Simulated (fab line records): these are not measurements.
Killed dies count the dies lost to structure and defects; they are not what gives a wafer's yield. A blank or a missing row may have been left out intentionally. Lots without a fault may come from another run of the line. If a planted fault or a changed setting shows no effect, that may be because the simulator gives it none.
The tool behind it: which one? / flow sfq line / 14 lots, 42 wafers sampled, at 4 steps of a route of 325

WHAT THE GAUGES READ, wafer by wafer
SFQ_I7_OVL_MEAS_947. Usual: I7_OVL 0 nm, standard deviation 5.6.
lot=L278; measured=day 68 23:34; on=overlay-01; I7_OVL (nm)=6 -2 0; flag=
lot=L280; measured=day 69 21:55; on=overlay-02; I7_OVL (nm)=7 9 8; flag=
lot=L282; measured=day 70 13:43; on=overlay-01; I7_OVL (nm)=6 -4 -1; flag=
lot=L285; measured=day 74 21:21; on=overlay-01; I7_OVL (nm)=3 -2 -4; flag=
lot=L286; measured=day 74 22:34; on=overlay-01; I7_OVL (nm)=-2 2 -4; flag=
lot=L291; measured=day 79 11:52; on=overlay-01; I7_OVL (nm)=3 4 4; flag=
lot=L292; measured=day 79 13:04; on=overlay-01; I7_OVL (nm)=1 1 0; flag=
lot=L293; measured=day 79 17:52; on=overlay-01; I7_OVL (nm)=-5 -4 -11; flag=
lot=L294; measured=day 80 04:23; on=overlay-01; I7_OVL (nm)=-8 -3 0; flag=
lot=L295; measured=day 80 15:00; on=overlay-01; I7_OVL (nm)=9 8 12; flag=
lot=L296; measured=day 80 18:40; on=overlay-01; I7_OVL (nm)=10 -2 0; flag=
lot=L297; measured=day 80 22:12; on=overlay-01; I7_OVL (nm)=-4 -4 -7; flag=
lot=L298; measured=day 81 00:35; on=overlay-01; I7_OVL (nm)=2 3 9; flag=
lot=L299; measured=day 81 03:10; on=overlay-01; I7_OVL (nm)=-5 0 -4; flag=

TOOL THAT RAN EACH LOT (tool first, then ch and the chambers of the sampled wafers, then the start)
lot=L278; SFQ_TRILAYER_I4_DEP_PECVD_099=pecvd-03 ch 0,1,2, day 34 09:50; SFQ_TRILAYER_R5_STRIP_STRIP_140=rie metal-04 ch 0,1, day 53 01:36; SFQ_TRILAYER_M7_STRIP_STRIP_181=rie metal-02 ch 0,1, day 68 09:35
lot=L280; SFQ_TRILAYER_I4_DEP_PECVD_099=pecvd-03 ch 1,2, day 34 17:31; SFQ_TRILAYER_R5_STRIP_STRIP_140=rie metal-02 ch 0,1, day 53 18:24; SFQ_TRILAYER_M7_STRIP_STRIP_181=rie metal-01 ch 0, day 69 08:34
lot=L282; SFQ_TRILAYER_I4_DEP_PECVD_099=pecvd-01 ch 0,1,2, day 35 23:10; SFQ_TRILAYER_R5_STRIP_STRIP_140=rie metal-01 ch 0,1, day 54 14:45; SFQ_TRILAYER_M7_STRIP_STRIP_181=rie metal-02 ch 0,1, day 69 23:20
lot=L285; SFQ_TRILAYER_I4_DEP_PECVD_099=pecvd-03 ch 0,2, day 37 20:22; SFQ_TRILAYER_R5_STRIP_STRIP_140=rie metal-01 ch 0,1, day 61 10:29; SFQ_TRILAYER_M7_STRIP_STRIP_181=rie metal-03 ch 0,1, day 71 15:07
lot=L286; SFQ_TRILAYER_I4_DEP_PECVD_099=pecvd-03 ch 0,2, day 38 01:22; SFQ_TRILAYER_R5_STRIP_STRIP_140=rie metal-02 ch 0,1, day 61 11:51; SFQ_TRILAYER_M7_STRIP_STRIP_181=rie metal-02 ch 0,1, day 71 17:34
lot=L291; SFQ_TRILAYER_I4_DEP_PECVD_099=pecvd-01 ch 0,1, day 45 09:17; SFQ_TRILAYER_R5_STRIP_STRIP_140=rie metal-01 ch 0,1, day 63 09:10; SFQ_TRILAYER_M7_STRIP_STRIP_181=rie metal-01 ch 0,1, day 79 04:26
lot=L292; SFQ_TRILAYER_I4_DEP_PECVD_099=pecvd-03 ch 0,1, day 46 01:04; SFQ_TRILAYER_R5_STRIP_STRIP_140=rie metal-04 ch 0,1, day 63 15:14; SFQ_TRILAYER_M7_STRIP_STRIP_181=rie metal-03 ch 0,1, day 79 05:50
lot=L293; SFQ_TRILAYER_I4_DEP_PECVD_099=pecvd-04 ch 1,2, day 46 05:54; SFQ_TRILAYER_R5_STRIP_STRIP_140=rie metal-02 ch 0,1, day 63 16:26; SFQ_TRILAYER_M7_STRIP_STRIP_181=rie metal-01 ch 0,1, day 79 09:26
lot=L294; SFQ_TRILAYER_I4_DEP_PECVD_099=pecvd-03 ch 0,2, day 46 17:41; SFQ_TRILAYER_R5_STRIP_STRIP_140=rie metal-01 ch 0,1, day 63 22:14; SFQ_TRILAYER_M7_STRIP_STRIP_181=rie metal-01 ch 0,1, day 79 14:28
lot=L295; SFQ_TRILAYER_I4_DEP_PECVD_099=pecvd-03 ch 0,1, day 47 02:05; SFQ_TRILAYER_R5_STRIP_STRIP_140=rie metal-02 ch 0,1, day 64 09:09; SFQ_TRILAYER_M7_STRIP_STRIP_181=rie metal-01 ch 0,1, day 80 03:25
lot=L296; SFQ_TRILAYER_I4_DEP_PECVD_099=pecvd-04 ch 0,2, day 47 12:53; SFQ_TRILAYER_R5_STRIP_STRIP_140=rie metal-01 ch 0,1, day 64 11:45; SFQ_TRILAYER_M7_STRIP_STRIP_181=rie metal-01 ch 0,1, day 80 06:01
lot=L297; SFQ_TRILAYER_I4_DEP_PECVD_099=pecvd-03 ch 0,1,2, day 47 17:41; SFQ_TRILAYER_R5_STRIP_STRIP_140=rie metal-02 ch 0,1, day 64 16:21; SFQ_TRILAYER_M7_STRIP_STRIP_181=rie metal-01 ch 1, day 80 08:13
lot=L298; SFQ_TRILAYER_I4_DEP_PECVD_099=pecvd-01 ch 1,2, day 47 21:17; SFQ_TRILAYER_R5_STRIP_STRIP_140=rie metal-01 ch 0,1, day 64 17:33; SFQ_TRILAYER_M7_STRIP_STRIP_181=rie metal-03 ch 0,1, day 80 09:25
lot=L299; SFQ_TRILAYER_I4_DEP_PECVD_099=pecvd-01 ch 0,1, day 48 02:05; SFQ_TRILAYER_R5_STRIP_STRIP_140=rie metal-02 ch 0, day 64 22:35; SFQ_TRILAYER_M7_STRIP_STRIP_181=rie metal-01 ch 0,1, day 80 10:37
- SFQ_TRILAYER_I4_DEP_PECVD_099: deposits SiO2 from SiH4/N2O, time 111.11 s, target thk 500 nm.
- SFQ_TRILAYER_R5_STRIP_STRIP_140: strips in O2.
- SFQ_TRILAYER_M7_STRIP_STRIP_181: strips in O2.

WHAT THE TOOLS THEMSELVES READ (means of the sampled wafers that have a number; where no wafer has one, the mark that the record gives instead)
SFQ_TRILAYER_I4_DEP_PECVD_099. Usual: heater power w 81 W, standard deviation 11; rf fwd power W 182.3 W, standard deviation 0.61; run length s 138.82 s, standard deviation 0.29; throttle valve pct 24.8 %, standard deviation 1.1.
lot=L278; tool=pecvd-03; heater power w (W)=77; rf fwd power W (W)=182.3; run length s (s)=138.87; throttle valve pct (%)=25.8; flag=
lot=L280; tool=pecvd-03; heater power w (W)=81; rf fwd power W (W)=182.5; run length s (s)=138.55; throttle valve pct (%)=26.0; flag=
lot=L282; tool=pecvd-01; heater power w (W)=82; rf fwd power W (W)=182.7; run length s (s)=138.94; throttle valve pct (%)=24.0; flag=
lot=L285; tool=pecvd-03; heater power w (W)=77; rf fwd power W (W)=-; run length s (s)=134.74; throttle valve pct (%)=26.5; flag=OFF
lot=L286; tool=pecvd-03; heater power w (W)=81; rf fwd power W (W)=-; run length s (s)=134.90; throttle valve pct (%)=26.2; flag=OFF
lot=L291; tool=pecvd-01; heater power w (W)=84; rf fwd power W (W)=182.4; run length s (s)=138.87; throttle valve pct (%)=24.3; flag=
lot=L292; tool=pecvd-03; heater power w (W)=81; rf fwd power W (W)=181.8; run length s (s)=138.98; throttle valve pct (%)=23.3; flag=
lot=L293; tool=pecvd-04; heater power w (W)=84; rf fwd power W (W)=182.2; run length s (s)=138.90; throttle valve pct (%)=25.1; flag=
lot=L294; tool=pecvd-03; heater power w (W)=84; rf fwd power W (W)=181.9; run length s (s)=138.96; throttle valve pct (%)=23.7; flag=
lot=L295; tool=pecvd-03; heater power w (W)=83; rf fwd power W (W)=182.6; run length s (s)=138.96; throttle valve pct (%)=23.7; flag=
lot=L296; tool=pecvd-04; heater power w (W)=72; rf fwd power W (W)=181.7; run length s (s)=138.67; throttle valve pct (%)=25.3; flag=
lot=L297; tool=pecvd-03; heater power w (W)=88; rf fwd power W (W)=181.9; run length s (s)=138.71; throttle valve pct (%)=23.8; flag=
lot=L298; tool=pecvd-01; heater power w (W)=79; rf fwd power W (W)=183.0; run length s (s)=138.89; throttle valve pct (%)=24.7; flag=
lot=L299; tool=pecvd-01; heater power w (W)=76; rf fwd power W (W)=182.1; run length s (s)=138.99; throttle valve pct (%)=24.3; flag=

SFQ_TRILAYER_R5_STRIP_STRIP_140. Usual: drypump motor current A 5.33 A, standard deviation 0.18; oes product au 1.000 a.u., standard deviation 0.0071.
lot=L278; tool=rie metal-04; drypump motor current A (A)=5.32; oes product au (a.u.)=1.000; flag=
lot=L280; tool=rie metal-02; drypump motor current A (A)=5.29; oes product au (a.u.)=0.995; flag=
lot=L282; tool=rie metal-01; drypump motor current A (A)=5.48; oes product au (a.u.)=1.000; flag=
lot=L285; tool=rie metal-01; drypump motor current A (A)=5.35; oes product au (a.u.)=1.000; flag=
lot=L286; tool=rie metal-02; drypump motor current A (A)=5.27; oes product au (a.u.)=0.994; flag=
lot=L291; tool=rie metal-01; drypump motor current A (A)=5.35; oes product au (a.u.)=0.998; flag=
lot=L292; tool=rie metal-04; drypump motor current A (A)=5.17; oes product au (a.u.)=0.990; flag=
lot=L293; tool=rie metal-02; drypump motor current A (A)=5.28; oes product au (a.u.)=1.005; flag=
lot=L294; tool=rie metal-01; drypump motor current A (A)=5.33; oes product au (a.u.)=1.004; flag=
lot=L295; tool=rie metal-02; drypump motor current A (A)=5.28; oes product au (a.u.)=0.993; flag=
lot=L296; tool=rie metal-01; drypump motor current A (A)=5.34; oes product au (a.u.)=0.998; flag=
lot=L297; tool=rie metal-02; drypump motor current A (A)=5.28; oes product au (a.u.)=0.997; flag=
lot=L298; tool=rie metal-01; drypump motor current A (A)=5.47; oes product au (a.u.)=1.001; flag=
lot=L299; tool=rie metal-02; drypump motor current A (A)=5.28; oes product au (a.u.)=0.996; flag=

SFQ_TRILAYER_M7_STRIP_STRIP_181. Usual: drypump motor current A 5.33 A, standard deviation 0.26; oes product au 1.002 a.u., standard deviation 0.0075.
lot=L278; tool=rie metal-02; drypump motor current A (A)=5.27; oes product au (a.u.)=1.000; flag=
lot=L280; tool=rie metal-01; drypump motor current A (A)=5.22; oes product au (a.u.)=1.005; flag=
lot=L282; tool=rie metal-02; drypump motor current A (A)=5.27; oes product au (a.u.)=0.994; flag=
lot=L285; tool=rie metal-03; drypump motor current A (A)=5.42; oes product au (a.u.)=1.010; flag=
lot=L286; tool=rie metal-02; drypump motor current A (A)=5.27; oes product au (a.u.)=1.000; flag=
lot=L291; tool=rie metal-01; drypump motor current A (A)=5.34; oes product au (a.u.)=1.003; flag=
lot=L292; tool=rie metal-03; drypump motor current A (A)=5.09; oes product au (a.u.)=1.002; flag=
lot=L293; tool=rie metal-01; drypump motor current A (A)=5.47; oes product au (a.u.)=1.001; flag=
lot=L294; tool=rie metal-01; drypump motor current A (A)=5.34; oes product au (a.u.)=0.996; flag=
lot=L295; tool=rie metal-01; drypump motor current A (A)=5.33; oes product au (a.u.)=1.000; flag=
lot=L296; tool=rie metal-01; drypump motor current A (A)=5.33; oes product au (a.u.)=0.999; flag=
lot=L297; tool=rie metal-01; drypump motor current A (A)=5.60; oes product au (a.u.)=0.994; flag=
lot=L298; tool=rie metal-03; drypump motor current A (A)=5.09; oes product au (a.u.)=1.018; flag=
lot=L299; tool=rie metal-01; drypump motor current A (A)=5.47; oes product au (a.u.)=1.007; flag=

THE ANSWER, worked out from the rows above alone
Rule: a lot is off if the mean of its wafers that have a number lies more than 3 standard deviations from the usual mean. A lot without any number at a reading at which 4 lots or more have one is off too. Any other lot the step has rows for is counted as sound. First the gauges in route order, then the tools' own readings, where a lot's mean is used as printed above. At the first step where some lot is off, the reading lying furthest off is the one used; lots without a number count as furthest.
Off at SFQ_TRILAYER_I4_DEP_PECVD_099 (rf fwd power W): L285, L286. Without a number there: L285, L286.
A tool fits if, at that step or a process step before it, it ran every lot that is off, and no sound lot after the first of them. None of those tried fits.

WHAT THE SIMULATOR PUT IN
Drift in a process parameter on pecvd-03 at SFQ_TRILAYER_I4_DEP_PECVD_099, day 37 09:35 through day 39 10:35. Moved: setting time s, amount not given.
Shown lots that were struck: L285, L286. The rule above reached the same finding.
